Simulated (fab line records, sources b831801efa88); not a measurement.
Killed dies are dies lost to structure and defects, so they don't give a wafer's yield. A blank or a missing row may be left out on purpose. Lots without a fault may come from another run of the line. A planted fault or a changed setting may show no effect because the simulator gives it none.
Problem report in the 8D (eight disciplines) form, filled by code | flow gf180mcu | the parts of the form that need people (team, actions taken, sign-off) are left out

1. THE PROBLEM
wafer_temp_C_max at GF_SALICIDE_RTA_08 reads a mean of 706.3 on 6 wafers of 2 lots; wafers without a fault read 804.0 with a standard deviation of 0.82. That is -99 or more standard deviations from the usual mean.
The step: time 30 s.
First seen on wafer L123.1, day 23 00:56, on rtp_anneal-01. The record holds 18 wafers of 6 lots with a number at this step. Rule for "out", or "out of limits": more than 4 standard deviations from the usual mean. The other wafers with a number count as sound.

2. WHAT IT IS AND WHAT IT IS NOT
question                    | is                     | is not
which readings at this step | wafer_temp_C_max       | -
which lots                  | L123, L124             | L106, L108, L114, L116
which wafers of those lots  | all that have a number | -
read on which tools         | rtp_anneal-01          | rtp_anneal-02
when                        | from day 23 00:56      | up to then (12 sound wafers)

3. SUSPECTS, AND WHAT RULES EACH OUT
Counting: a tool at a process step up to the reading stays a suspect if it ran every lot that is out and no sound lot after the first of them.
- rie_diel-01 at GF_SAB_ETCH_11 (etches SiO2 in C4F8/O2/Ar, target depth 55 nm, time 8.5 s): kept. It ran every lot that is out, first L123 (day 23 00:09), and no sound lot after that; its last sound lot up to then is L114 (day 19 22:13).
- rtp_anneal-01 at GF_SALICIDE_RTA_08 (time 30 s): kept. It ran every lot that is out, first L123 (day 23 00:56), and no sound lot after that; its last sound lot up to then is L106 (day 16 23:39). Its own readings are out on those wafers: wafer_temp_C_max.
Left after counting: rie_diel-01 at GF_SAB_ETCH_11, rtp_anneal-01 at GF_SALICIDE_RTA_08.

4. THE CAUSE (what the simulator had put in)
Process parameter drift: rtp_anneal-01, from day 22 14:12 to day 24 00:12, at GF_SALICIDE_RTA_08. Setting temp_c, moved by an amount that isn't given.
Counting left 2 suspects, and this tool is among them.

5. THE CHAIN OF EFFECTS, in route order
Each row: a reading whose mean over the struck wafers that have a number lies more than 3 standard deviations from the usual. Only readings for which the record gives a usual standard deviation are gone through. hours: the time from each lot's start at the first step in this table that gives one to its start at this step, as a median over the lots. sigmas: the change in usual standard deviations.
hours | step               | reading          | usual  | on struck wafers | change | sigmas
0     | GF_SALICIDE_RTA_08 | lamp_power_pct   | 16.1 % | 10.6             | -5.5   | -3.2
0     | GF_SALICIDE_RTA_08 | wafer_temp_C_max | 804.0  | 706.3            | -97.7  | -99 or more
The process steps in it:
- GF_SALICIDE_RTA_08: time 30 s.

6. WHAT WOULD HAVE CAUGHT IT SOONER
In this record the first reading out of limits was taken at day 23 00:56, 11 hours after the fault began at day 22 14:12.
